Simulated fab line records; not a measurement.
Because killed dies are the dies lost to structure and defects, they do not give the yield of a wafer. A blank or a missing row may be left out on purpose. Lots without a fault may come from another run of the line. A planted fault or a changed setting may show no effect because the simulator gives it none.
Code-filled problem report in 8D (eight disciplines) form    flow sky130    the parts of the form that need people (team, actions taken, sign-off) are left out

1. WHAT IS WRONG
oes product au at SKY_METAL4_METAL_ETCH_18 reads a mean of 0.836 a.u. on 1 wafer of 1 lot; wafers without a fault read 0.865 a.u. with a standard deviation of 0.0057. Measured from the usual mean, that is -5.1 standard deviations.
The step: etches the open film in Cl2/BCl3, stops on SiO2, target depth 845 nm, time 183.1 s.
Seen first at day 47 10:52 on rie metal-02, wafer L169.5. At this step, 35 wafers from 12 lots have a number in the record. By rule, "out" or "out of limits" means more than 4 standard deviations away from the usual mean. The other wafers with a number count as sound.

2. WHAT IT IS, WHAT IT ISN'T
question                     is                 is not
which readings at this step  oes product au     drypump motor current A, he backside leak sccm, mfc cl2 sccm, throttle valve pct
which lots                   L169               L149, L151, L153, L154, L155, L156, L157, L158, L159, L160, L161
which wafers of those lots   L169.5             L169.4
read on which tools          rie metal-02       rie metal-01, rie metal-04
when                         from day 47 10:52  up to then (34 sound wafers)

3. WHAT RULES OUT EACH SUSPECT
Counting: any tool at a process step up to the reading remains a suspect provided it ran every lot that is out. Sound lots after the first of them don't rule it out here, since some wafers of a struck lot are sound.
- pvd sputter-03 at SKY_METAL4_SPUTTER_02 (material AlCu, target thk 735 nm, time 39.1 s): kept. The lot that is out, L169, ran on it at day 45 16:50; the last sound lot it ran before that was L151, at day 40 15:59.
- rie metal-02 at SKY_METAL4_METAL_ETCH_18 (etches the open film in Cl2/BCl3, stops on SiO2, target depth 845 nm, time 183.1 s): kept. The lot that is out, L169, ran on it at day 47 10:52; the last sound lot it ran before that was L160, at day 45 01:27. Its own oes product au readings are out on those wafers.
- Within rie metal-02 at SKY_METAL4_METAL_ETCH_18, the wafers that are out were processed in chamber 0 and their sound lot-mates in chamber 1.
After counting, pvd sputter-03 at SKY_METAL4_SPUTTER_02 and rie metal-02 at SKY_METAL4_METAL_ETCH_18 remain.

4. THE CAUSE (what the simulator had put in)
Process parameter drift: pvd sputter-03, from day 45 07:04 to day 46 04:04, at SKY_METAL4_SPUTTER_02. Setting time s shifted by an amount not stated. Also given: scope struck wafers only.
Counting left 2 suspects, and this tool is among them.

5. THE EFFECT CHAIN, in route order
One row per reading whose mean, taken over the struck wafers that have a number, lies over 3 standard deviations from the usual. Only readings for which the record gives a usual standard deviation are gone through. hours: the time from each lot's start at the first step in this table that gives one to its start at this step, as a median over the lots. sigmas: the change in usual standard deviations.
hours  step                      reading         usual       on struck wafers  change  sigmas
0      SKY_METAL4_METAL_ETCH_18  oes product au  0.865 a.u.  0.836             -0.029  -5.1
It contains these process steps:
- SKY_METAL4_METAL_ETCH_18: etches the open film in Cl2/BCl3, stops on SiO2, target depth 845 nm, time 183.1 s.

6. WHAT WOULD HAVE CAUGHT IT SOONER
The fault began at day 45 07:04; the first out-of-limits reading in this record came at day 47 10:52, 52 hours later.
Tool readings at SKY_METAL4_SPUTTER_02 with a usual standard deviation given in the record: none out on any struck wafer, hence no alarm at a limit of 4 standard deviations on them.
By day 47 10:52 the whole set of lots that are out, 1 in number, had already begun SKY_METAL4_SPUTTER_02 on pvd sputter-03. Tool hold at that time: it would have spared none of them.
